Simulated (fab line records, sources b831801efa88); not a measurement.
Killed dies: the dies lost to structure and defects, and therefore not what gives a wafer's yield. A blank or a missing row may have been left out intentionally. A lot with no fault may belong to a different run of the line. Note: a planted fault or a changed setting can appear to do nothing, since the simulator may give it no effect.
The same fault as seen by 2 desks | flow sky130 | what lay behind the numbers comes last; until then each desk has only its own

== AT THE TOOL OWNER'S DESK: plasmaAsher-04 ==
The tool's own readings at SKY_LDD_P_STRIP_10 (strips in O2/N2): means of the sampled wafers that have a number, for each lot that ran on this tool. Any lot whose mean is over 4 standard deviations away from the usual mean is out of limits and marked OUT; that distance is given in the brackets.
Columns: A = drypumpMotorCurrentA at SKY_LDD_P_STRIP_10, usual 5.91 A; B = oesProductAu at SKY_LDD_P_STRIP_10, usual 0.715 a.u.; C = stripTimeToEndpointS at SKY_LDD_P_STRIP_10, usual 14.19 s
lot  | first seen here | A    | B               | C
L429 | day 20 11:57    | 6.16 | 0.722           | 14.23
L431 | day 21 03:49    | 5.97 | 0.715           | 14.22
L437 | day 23 20:26    | 6.35 | 0.928 (+50) OUT | -
L450 | day 27 02:17    | 5.93 | 0.712           | 14.15
Finding of this desk: L437 out of limits; the first was L437 at day 23 20:26, on oesProductAu at SKY_LDD_P_STRIP_10. L429, L431, L450 stayed within limits.

== THE METROLOGY DESK ==
Means of the sampled wafers that have a number, per lot and without regard to the tool the lot ran on: this is what the gauges read. Any lot whose mean is over 4 standard deviations away from the usual mean is out of limits and marked OUT; that distance is given in the brackets.
Columns: A = LDD_HVN_TW at SKY_LDD_HVN_TW_MEAS_10, usual 1439
lot  | first seen here | A
L428 | day 21 09:26    | 1432
L429 | day 21 19:28    | 1438
L431 | day 22 11:05    | 1429
L433 | day 23 03:02    | 1437
L432 | day 23 05:43    | 1457
L436 | day 23 15:38    | 1435
L437 | day 25 02:46    | 30 (-99 or more) OUT
L444 | day 26 14:36    | 1433
L445 | day 26 17:31    | 1425
L447 | day 27 11:53    | 1430
L448 | day 27 19:46    | 1452
L449 | day 27 21:35    | 1435
L450 | day 28 07:20    | 1428
Finding of this desk: L437 out of limits, first seen on L437 at day 25 02:46 (LDD_HVN_TW at SKY_LDD_HVN_TW_MEAS_10). L428, L429, L431, L433, L432, L436, L444, L445, L447, L448, L449, L450 stayed within limits.

== PUT TOGETHER ==
At day 23 20:26, on L437, the tool owner's desk was in a position to raise an alarm.
L437 would have let the metrology desk raise an alarm at day 25 02:46.
Of the lots named, all ran SKY_LDD_P_STRIP_10 on plasmaAsher-04.

== WHAT THE SIMULATOR HAD INSERTED ==
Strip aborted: plasmaAsher-04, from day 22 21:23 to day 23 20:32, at SKY_LDD_P_STRIP_10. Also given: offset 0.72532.
Struck lots among those shown: L437.
Hours from the fault's start to each desk's first reading out of limits: the tool owner's desk, 23; the metrology desk, 53.
